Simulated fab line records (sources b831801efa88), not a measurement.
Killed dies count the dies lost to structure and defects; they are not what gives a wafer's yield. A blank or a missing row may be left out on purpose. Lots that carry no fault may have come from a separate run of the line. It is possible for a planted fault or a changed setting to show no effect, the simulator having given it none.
A single fault, viewed from 2 desks | flow gf180mcu | each desk has only its own numbers; what lay behind them comes last

THE TOOL OWNER'S DESK: krfScanner-01
The tool's own readings at GF_M4_EXPOSE_11 (exposes mask Metal4, target cd 280 nm): means of the sampled wafers that have a number, for each lot that ran on this tool. A lot is out of limits, marked OUT, if its mean lies more than 4 standard deviations from the usual mean; the brackets give that distance.
Columns: A = exposureDoseMJCm2 at GF_M4_EXPOSE_11, usual 28.08
lot  | first seen here | A
L714 | day 23 05:37    | 27.99
L715 | day 23 22:52    | 28.00
L716 | day 24 04:33    | 27.99
L718 | day 25 05:57    | 28.02
L727 | day 28 10:55    | 29.26 (+9.9) OUT
L728 | day 28 12:26    | 29.24 (+9.7) OUT
Finding of this desk: L727, L728 out of limits; the first was L727 at day 28 10:55, on exposureDoseMJCm2 at GF_M4_EXPOSE_11. Within limits: L714, L715, L716, L718.

FROM THE METROLOGY DESK
What the gauges read, lot by lot, whatever tool the lot ran on: means of the sampled wafers that have a number. A lot is out of limits, marked OUT, if its mean lies more than 4 standard deviations from the usual mean; the brackets give that distance.
Columns: A = cdNm at GF_V3_CD_MEAS_14, usual 259.7 nm; B = M4_ALCU_THK at GF_M4_THK_MEAS_06, usual 446 nm; C = cdNm at GF_M4_CD_MEAS_14, usual 280.2 nm
lot  | first seen here | A     | B   | C
L712 | day 22 02:04    | 259.2 | 444 | 279.6
L713 | day 22 05:33    | 261.0 | 449 | 281.1
L714 | day 22 15:39    | 259.6 | 451 | 280.8
L715 | day 23 09:53    | 259.7 | 447 | 277.4
L716 | day 23 14:48    | 258.9 | 448 | 279.8
L718 | day 24 16:44    | 259.9 | 445 | 280.5
L719 | day 25 02:38    | 259.6 | 441 | 281.4
L720 | day 25 20:31    | 259.0 | 447 | 280.7
L727 | day 27 23:41    | 261.1 | 439 | 274.1 (-5.6) OUT
L728 | day 28 00:56    | 258.9 | 452 | 273.8 (-5.8) OUT
L729 | day 28 06:54    | 260.4 | 444 | 279.8
L734 | day 29 07:28    | 262.7 | 438 | 279.1
Finding of this desk: L727, L728 out of limits; the first was L727 at day 28 20:56, on cdNm at GF_M4_CD_MEAS_14. Within limits: L712, L713, L714, L715, L716, L718, L719, L720, L729, L734.

TAKEN TOGETHER
The tool owner's desk could have raised an alarm at day 28 10:55, on L727, L728.
An alarm was possible from the metrology desk at day 28 20:56, on L727, L728.
Of the lots named, all ran GF_M4_EXPOSE_11 on krfScanner-01.

WHAT THE SIMULATOR PUT IN
Process parameters drifting: krfScanner-01 at GF_M4_EXPOSE_11, beginning at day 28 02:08. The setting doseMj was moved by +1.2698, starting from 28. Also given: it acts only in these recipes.
Struck lots among those shown: L727, L728.
Time in hours from fault onset to the first out-of-limits reading at each desk: tool owner's desk 9, metrology desk 19.
